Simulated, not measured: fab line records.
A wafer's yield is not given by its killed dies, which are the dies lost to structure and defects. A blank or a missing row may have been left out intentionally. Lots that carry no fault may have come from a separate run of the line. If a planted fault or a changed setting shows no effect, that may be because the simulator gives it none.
The tool behind it: which one? / flow sky130 / 39 wafers from 13 lots sampled at 4 of the route's 708 steps

== WHAT THE GAUGES READ, wafer by wafer ==
SKY_CONTACT_OVL_MEAS_15. Usual: CONTACT_OVL 0 nm, standard deviation 5.6.
lot=L551; measured=day 31 07:57; on=overlay-02; CONTACT_OVL (nm)=3 -8 -7; flag=
lot=L554; measured=day 32 13:45; on=overlay-02; CONTACT_OVL (nm)=2 -3 3; flag=
lot=L555; measured=day 33 03:45; on=overlay-02; CONTACT_OVL (nm)=2 4 3; flag=
lot=L557; measured=day 33 09:22; on=overlay-01; CONTACT_OVL (nm)=5 -3 -2; flag=
lot=L556; measured=day 33 12:34; on=overlay-02; CONTACT_OVL (nm)=2 4 5; flag=
lot=L558; measured=day 33 21:19; on=overlay-01; CONTACT_OVL (nm)=6 -1 -3; flag=
lot=L559; measured=day 34 10:46; on=overlay-02; CONTACT_OVL (nm)=7 1 3; flag=
lot=L560; measured=day 34 19:36; on=overlay-01; CONTACT_OVL (nm)=-5 -4 -4; flag=
lot=L568; measured=day 36 22:18; on=overlay-02; CONTACT_OVL (nm)=-5 -4 -10; flag=
lot=L571; measured=day 37 23:57; on=overlay-01; CONTACT_OVL (nm)=-5 11 -1; flag=
lot=L572; measured=day 38 02:04; on=overlay-01; CONTACT_OVL (nm)=8 14 4; flag=
lot=L573; measured=day 38 11:00; on=overlay-02; CONTACT_OVL (nm)=-8 -2 1; flag=
lot=L574; measured=day 38 16:06; on=overlay-02; CONTACT_OVL (nm)=-7 -15 -11; flag=

SKY_METAL1_THK_MEAS_06: measures by xrf. Usual: METAL1_ALCU_THK 253.3 nm, standard deviation 2.8.
lot=L551; measured=day 31 09:43; on=film metro-04; METAL1_ALCU_THK (nm)=249.3 253.2 249.4; flag=
lot=L554; measured=day 32 15:52; on=film metro-04; METAL1_ALCU_THK (nm)=255.4 252.9 255.8; flag=
lot=L555; measured=day 33 05:25; on=film metro-01; METAL1_ALCU_THK (nm)=250.2 248.9 251.8; flag=
lot=L557; measured=day 33 11:04; on=film metro-02; METAL1_ALCU_THK (nm)=251.0 249.3 247.9; flag=
lot=L556; measured=day 33 14:15; on=film metro-02; METAL1_ALCU_THK (nm)=257.7 255.9 255.7; flag=
lot=L558; measured=day 33 23:01; on=film metro-04; METAL1_ALCU_THK (nm)=255.2 256.5 254.9; flag=
lot=L559; measured=day 34 12:26; on=film metro-01; METAL1_ALCU_THK (nm)=250.8 252.2 253.2; flag=
lot=L560; measured=day 34 21:17; on=film metro-01; METAL1_ALCU_THK (nm)=250.5 251.2 248.2; flag=
lot=L568; measured=day 36 23:59; on=film metro-01; METAL1_ALCU_THK (nm)=252.0 254.9 254.5; flag=
lot=L571; measured=day 38 01:48; on=film metro-01; METAL1_ALCU_THK (nm)=255.9 256.6 258.8; flag=
lot=L572; measured=day 38 04:25; on=film metro-04; METAL1_ALCU_THK (nm)=253.6 255.2 254.6; flag=
lot=L573; measured=day 38 12:40; on=film metro-01; METAL1_ALCU_THK (nm)=257.8 253.1 259.7; flag=
lot=L574; measured=day 38 17:47; on=film metro-02; METAL1_ALCU_THK (nm)=251.4 252.9 249.8; flag=

== EACH LOT AND THE TOOL THAT RAN IT (in order: tool; ch and the chambers of the sampled wafers; start) ==
lot=L551; SKY_CONTACT_CVD_24=cvd w-01 ch 0,1, day 31 08:52; SKY_METAL1_SPUTTER_04=pvd sputter-04, day 31 09:33
lot=L554; SKY_CONTACT_CVD_24=cvd w-01 ch 0,1, day 32 15:01; SKY_METAL1_SPUTTER_04=pvd sputter-01, day 32 15:41
lot=L555; SKY_CONTACT_CVD_24=cvd w-02 ch 0,1, day 33 04:34; SKY_METAL1_SPUTTER_04=pvd sputter-04, day 33 05:15
lot=L557; SKY_CONTACT_CVD_24=cvd w-01 ch 0,1, day 33 10:14; SKY_METAL1_SPUTTER_04=pvd sputter-01, day 33 10:53
lot=L556; SKY_CONTACT_CVD_24=cvd w-01 ch 0,1, day 33 13:25; SKY_METAL1_SPUTTER_04=pvd sputter-04, day 33 14:04
lot=L558; SKY_CONTACT_CVD_24=cvd w-02 ch 0,1, day 33 22:11; SKY_METAL1_SPUTTER_04=pvd sputter-01, day 33 22:50
lot=L559; SKY_CONTACT_CVD_24=cvd w-01 ch 0,1, day 34 11:35; SKY_METAL1_SPUTTER_04=pvd sputter-04, day 34 12:16
lot=L560; SKY_CONTACT_CVD_24=cvd w-01 ch 0,1, day 34 20:25; SKY_METAL1_SPUTTER_04=pvd sputter-04, day 34 21:06
lot=L568; SKY_CONTACT_CVD_24=cvd w-01 ch 0,1, day 36 23:08; SKY_METAL1_SPUTTER_04=pvd sputter-01, day 36 23:49
lot=L571; SKY_CONTACT_CVD_24=cvd w-01 ch 0,1, day 38 00:48; SKY_METAL1_SPUTTER_04=pvd sputter-04, day 38 01:38
lot=L572; SKY_CONTACT_CVD_24=cvd w-02 ch 0,1, day 38 02:56; SKY_METAL1_SPUTTER_04=pvd sputter-01, day 38 04:13
lot=L573; SKY_CONTACT_CVD_24=cvd w-02 ch 0,1, day 38 11:49; SKY_METAL1_SPUTTER_04=pvd sputter-04, day 38 12:29
lot=L574; SKY_CONTACT_CVD_24=cvd w-01 ch 0, day 38 16:55; SKY_METAL1_SPUTTER_04=pvd sputter-02, day 38 17:36
- SKY_CONTACT_CVD_24: deposits W, target thk 340 nm, time 102.12 s.
- SKY_METAL1_SPUTTER_04: material TiN, target thk 70 nm, time 58.3 s.

== AS READ BY THE TOOLS THEMSELVES (means over the sampled wafers that have a number; for cases with no such wafer, the mark the record gives instead) ==
SKY_CONTACT_CVD_24. Usual: heater power w 877 W, standard deviation 28; susceptor temp C 400.02 C, standard deviation 0.22.
lot=L551; tool=cvd w-01; heater power w (W)=853; susceptor temp C (C)=399.90; flag=
lot=L554; tool=cvd w-01; heater power w (W)=865; susceptor temp C (C)=400.17; flag=
lot=L555; tool=cvd w-02; heater power w (W)=923; susceptor temp C (C)=400.02; flag=
lot=L557; tool=cvd w-01; heater power w (W)=855; susceptor temp C (C)=399.96; flag=
lot=L556; tool=cvd w-01; heater power w (W)=858; susceptor temp C (C)=399.66; flag=
lot=L558; tool=cvd w-02; heater power w (W)=895; susceptor temp C (C)=400.45; flag=
lot=L559; tool=cvd w-01; heater power w (W)=863; susceptor temp C (C)=400.00; flag=
lot=L560; tool=cvd w-01; heater power w (W)=855; susceptor temp C (C)=399.86; flag=
lot=L568; tool=cvd w-01; heater power w (W)=858; susceptor temp C (C)=400.19; flag=
lot=L571; tool=cvd w-01; heater power w (W)=869; susceptor temp C (C)=399.91; flag=
lot=L572; tool=cvd w-02; heater power w (W)=915; susceptor temp C (C)=400.19; flag=
lot=L573; tool=cvd w-02; heater power w (W)=896; susceptor temp C (C)=400.07; flag=
lot=L574; tool=cvd w-01; heater power w (W)=858; susceptor temp C (C)=400.08; flag=

SKY_METAL1_SPUTTER_04. Usual: chamber pressure pa 0.3999 Pa, standard deviation 0.00078; throttle valve pct 30.1 %, standard deviation 0.94.
lot=L551; tool=pvd sputter-04; chamber pressure pa (Pa)=0.4004; throttle valve pct (%)=29.3; flag=
lot=L554; tool=pvd sputter-01; chamber pressure pa (Pa)=0.3990; throttle valve pct (%)=30.7; flag=
lot=L555; tool=pvd sputter-04; chamber pressure pa (Pa)=0.4003; throttle valve pct (%)=30.2; flag=
lot=L557; tool=pvd sputter-01; chamber pressure pa (Pa)=0.3996; throttle valve pct (%)=31.3; flag=
lot=L556; tool=pvd sputter-04; chamber pressure pa (Pa)=0.3997; throttle valve pct (%)=29.9; flag=
lot=L558; tool=pvd sputter-01; chamber pressure pa (Pa)=0.3993; throttle valve pct (%)=30.3; flag=
lot=L559; tool=pvd sputter-04; chamber pressure pa (Pa)=0.4476; throttle valve pct (%)=27.7; flag=OFF
lot=L560; tool=pvd sputter-04; chamber pressure pa (Pa)=0.4466; throttle valve pct (%)=28.3; flag=OFF
lot=L568; tool=pvd sputter-01; chamber pressure pa (Pa)=0.4001; throttle valve pct (%)=31.1; flag=
lot=L571; tool=pvd sputter-04; chamber pressure pa (Pa)=0.4002; throttle valve pct (%)=29.9; flag=
lot=L572; tool=pvd sputter-01; chamber pressure pa (Pa)=0.3998; throttle valve pct (%)=30.7; flag=
lot=L573; tool=pvd sputter-04; chamber pressure pa (Pa)=0.4000; throttle valve pct (%)=29.1; flag=
lot=L574; tool=pvd sputter-02; chamber pressure pa (Pa)=0.4000; throttle valve pct (%)=29.8; flag=

== THE ANSWER, worked out from the rows above alone ==
Rule: a lot counts as off when the mean over its wafers that have a number is more than 3 standard deviations away from the usual mean. A lot without any number at a reading at which 4 lots or more have one is off too. Where the step has rows for the other lots, those lots are counted as sound. Order of review: gauges by route order, followed by the tools' own readings, for which a lot's mean as printed above is used. At the first step where some lot is off, the reading lying furthest off is the one used; lots without a number count as furthest.
Off, at SKY_METAL1_SPUTTER_04 on chamber pressure pa: L559, L560.
A tool fits if, at that step or a process step before it, it ran every lot that is off, and no sound lot after the first of them. Not one of the candidates tried fits.

== WHAT THE SIMULATOR HAD PUT IN ==
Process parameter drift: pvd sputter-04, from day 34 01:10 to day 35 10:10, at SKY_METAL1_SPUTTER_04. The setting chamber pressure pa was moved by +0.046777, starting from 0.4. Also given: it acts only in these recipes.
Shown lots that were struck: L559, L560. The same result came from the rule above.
